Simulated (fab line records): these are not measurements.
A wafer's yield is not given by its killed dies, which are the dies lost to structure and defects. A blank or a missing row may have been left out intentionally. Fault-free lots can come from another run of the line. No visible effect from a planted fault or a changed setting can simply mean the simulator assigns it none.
Comparing a struck lot with a sound one :: flow gf180mcu :: 14 out of 602 route steps
Sound: these wafers, L789.2, L789.3, L789.4. The struck wafers were L778.2, L778.3, L778.6. Last of all comes the cause.
For every step that has rows: the tool of each side, followed by ch and its chambers, followed by its first start. Under that, the readings that differ: sound wafers :: struck wafers :: difference of the means :: sigmas: that difference in standard deviations of wafers without a fault.
alike: same words and numbers on both sides, and readings whose means sit less than 2 such deviations apart. not compared: any withheld reading, any reading some wafer has no value for, any bound like >300 that may hide the same value, and any number with overlapping values for which the record gives no deviation.
A row with sigmas, a row that says differs or no value, or rows on one side alone: a step with any of these is where the two part. Numbers that don't overlap but have no deviation are shown without sigmas and don't part them. A reading that every wafer of one side lacks parts them only if that side has two wafers or more.

first, 1 step without rows for these wafers: GF_PSD_CLEAN_12 (cleans in SC1/SC2, time 150 s).
GF_PSD_RTA_13: time 20 s.
  sound on rtpAnneal-01 ch 0, day 19 11:22; struck on rtpAnneal-01 ch 0, day 15 16:38
  alike: lampPowerPct, wafer_temp_C_max
GF_PSD_RS_MEAS_14: a four-point-probe measurement.
  sound on filmMetro-04, day 19 11:28; struck on filmMetro-03, day 15 16:43
  alike: NSD_RS
GF_PSD_RS_MEAS_15: a four-point-probe measurement.
  sound on filmMetro-04, day 19 11:35; struck on filmMetro-03, day 15 16:50
  alike: PSD_RS
GF_SAB_CVD_00: deposits SiO2 from TEOS, target thk 50 nm, time 4.9302 s.
  sound on pecvd-02 ch 1,2, day 19 11:41; struck on pecvd-02 ch 0,2, day 15 16:56
  alike: heaterPowerW
GF_SAB_THK_MEAS_01:
  sound on filmMetro-01, day 19 11:43; struck on filmMetro-01, day 15 16:58
  alike: SAB_CVD_00_THK
then, 6 steps without rows for these wafers: GF_SAB_DEHYDRATE_02 (time 60 s); GF_SAB_HMDS_03 (prime time 60 s); GF_SAB_COAT_04 (resist thk 1000 nm); GF_SAB_SOFTBAKE_05 (time 60 s); GF_SAB_EXPOSE_06 (exposes mask SAB, target cd 420 nm); GF_SAB_PEB_07.
GF_SAB_DEVELOP_08: develop time 60 s.
  sound on lithoTrack-03 ch 0, day 20 11:58; struck on lithoTrack-02, day 16 14:20
  no value came back on the struck wafers for chillPlateTempC (C), developTimeS (s); on the sound wafers chillPlateTempC (C) reads 22.93 22.87 22.84
GF_SAB_CD_MEAS_09: the cd target is 420 nm.
  sound on cdSem-01, day 20 12:07; struck on cdSem-01, day 16 14:29
reading: cdNm (nm)
sound: 421.9 418.7 418.2
struck: - - -
difference: no value on the struck wafers
sigmas: 

## WHERE THEY PART
Last at GF_SAB_CD_MEAS_09 as far as this record goes, first at GF_SAB_DEVELOP_08.

WHY: what the simulator had put in
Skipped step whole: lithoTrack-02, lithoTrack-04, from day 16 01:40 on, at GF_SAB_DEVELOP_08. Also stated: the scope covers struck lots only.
